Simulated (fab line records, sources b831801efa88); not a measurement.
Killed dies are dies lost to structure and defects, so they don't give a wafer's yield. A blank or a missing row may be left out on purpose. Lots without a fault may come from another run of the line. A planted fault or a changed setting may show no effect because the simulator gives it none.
Problem report in the 8D (eight disciplines) form, filled by code | flow gf180mcu | the parts of the form that need people (team, actions taken, sign-off) are left out

1. THE PROBLEM
M4_ALCU_THK at GF_M4_THK_MEAS_06 reads a mean of 472 nm on 1 wafer of 1 lot; wafers without a fault read 445 nm with a standard deviation of 6.5. That is +4.2 standard deviations from the usual mean.
The step: measures by xrf.
First seen on wafer L143.4, day 26 17:42, on film_metro-04. The record holds 15 wafers of 5 lots with a number at this step. Rule for "out", or "out of limits": more than 4 standard deviations from the usual mean. The other wafers with a number count as sound.

2. WHAT IT IS AND WHAT IT IS NOT
question                    | is                | is not
which readings at this step | M4_ALCU_THK       | -
which lots                  | L143              | L134, L138, L150, L152
which wafers of those lots  | L143.4            | L143.3, L143.5
read on which gauges        | film_metro-04     | film_metro-02, film_metro-03
when                        | from day 26 17:42 | up to then (8 sound wafers); but 6 sound wafers of L150, L152 came after

3. SUSPECTS, AND WHAT RULES EACH OUT
Counting: a tool at a process step up to the reading stays a suspect if it ran every lot that is out. Sound lots after the first of them don't rule it out here, since some wafers of a struck lot are sound.
- the gauge at GF_M4_THK_MEAS_06: kept. All the wafers that are out were read on film_metro-04, and no step on other tools shows them out.
- pvd_sputter-04 at GF_V3_SPUTTER_21 (material Ti, target thk 15 nm, time 80.02 s): kept. It ran the lot that is out, L143 (day 26 16:39); its last sound lot up to then is L134 (day 23 17:43).
- pvd_sputter-04 at GF_V3_SPUTTER_22 (material TiN, target thk 10 nm, time 40 s): kept. It ran the lot that is out, L143 (day 26 16:43); its last sound lot up to then is L134 (day 23 17:47).
- cvd_w-01 at GF_V3_CVD_23 (deposits W, target thk 350 nm, time 104.9 s): kept. It ran the lot that is out, L143 (day 26 16:47); its last sound lot up to then is L138 (day 25 07:45).
- pvd_sputter-03 at GF_M4_SPUTTER_00 (material Ti, target thk 37.5 nm, time 150 s): kept. It ran the lot that is out, L143 (day 26 17:20); its last sound lot up to then is L138 (day 25 08:21).
- pvd_sputter-03 at GF_M4_SPUTTER_04 (material TiN, target thk 50 nm, time 41.7 s): kept. It ran the lot that is out, L143 (day 26 17:31); its last sound lot up to then is L138 (day 25 08:32).
- Within cvd_w-01 at GF_V3_CVD_23: the wafers that are out ran in chamber 1; their sound lot-mates ran in chamber 0.
Left after counting: pvd_sputter-04 at GF_V3_SPUTTER_21, pvd_sputter-04 at GF_V3_SPUTTER_22, cvd_w-01 at GF_V3_CVD_23, pvd_sputter-03 at GF_M4_SPUTTER_00, pvd_sputter-03 at GF_M4_SPUTTER_04, film_metro-04 at GF_M4_THK_MEAS_06.

4. THE CAUSE (what the simulator had put in)
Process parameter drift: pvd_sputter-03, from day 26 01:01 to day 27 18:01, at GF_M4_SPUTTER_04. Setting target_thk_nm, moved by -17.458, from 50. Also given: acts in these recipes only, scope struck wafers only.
Counting left 6 suspects, and this tool is among them.

5. THE CHAIN OF EFFECTS, in route order
Each row: a reading whose mean over the struck wafers that have a number lies more than 3 standard deviations from the usual. Only readings for which the record gives a usual standard deviation are gone through. hours: the time from each lot's start at the first step in this table that gives one to its start at this step, as a median over the lots. sigmas: the change in usual standard deviations.
hours | step              | reading     | usual  | on struck wafers | change | sigmas
0     | GF_M4_THK_MEAS_06 | M4_ALCU_THK | 445 nm | 472              | +27    | +4.2
Later measuring or inspecting steps at which every struck wafer that the step has a row for has a number for every such reading, and none has moved that far: GF_M4_CD_MEAS_14, GF_M4_OVL_MEAS_15, GF_V4_THK_MEAS_01, GF_V4_THK_MEAS_03, GF_V4_BOW_MEAS_05.

6. WHAT WOULD HAVE CAUGHT IT SOONER
In this record the first reading out of limits at a measuring or inspecting step was taken at day 26 17:42, 17 hours after the fault began at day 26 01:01.
Of the tool readings at GF_M4_SPUTTER_04 for which the record gives a usual standard deviation, none was out on any struck wafer, so an alarm limit of 4 standard deviations on them would not have fired.
All the lots that are out (1) had begun GF_M4_SPUTTER_04 on pvd_sputter-03 by day 26 17:42. A hold on the tool at that time would have spared none of them.
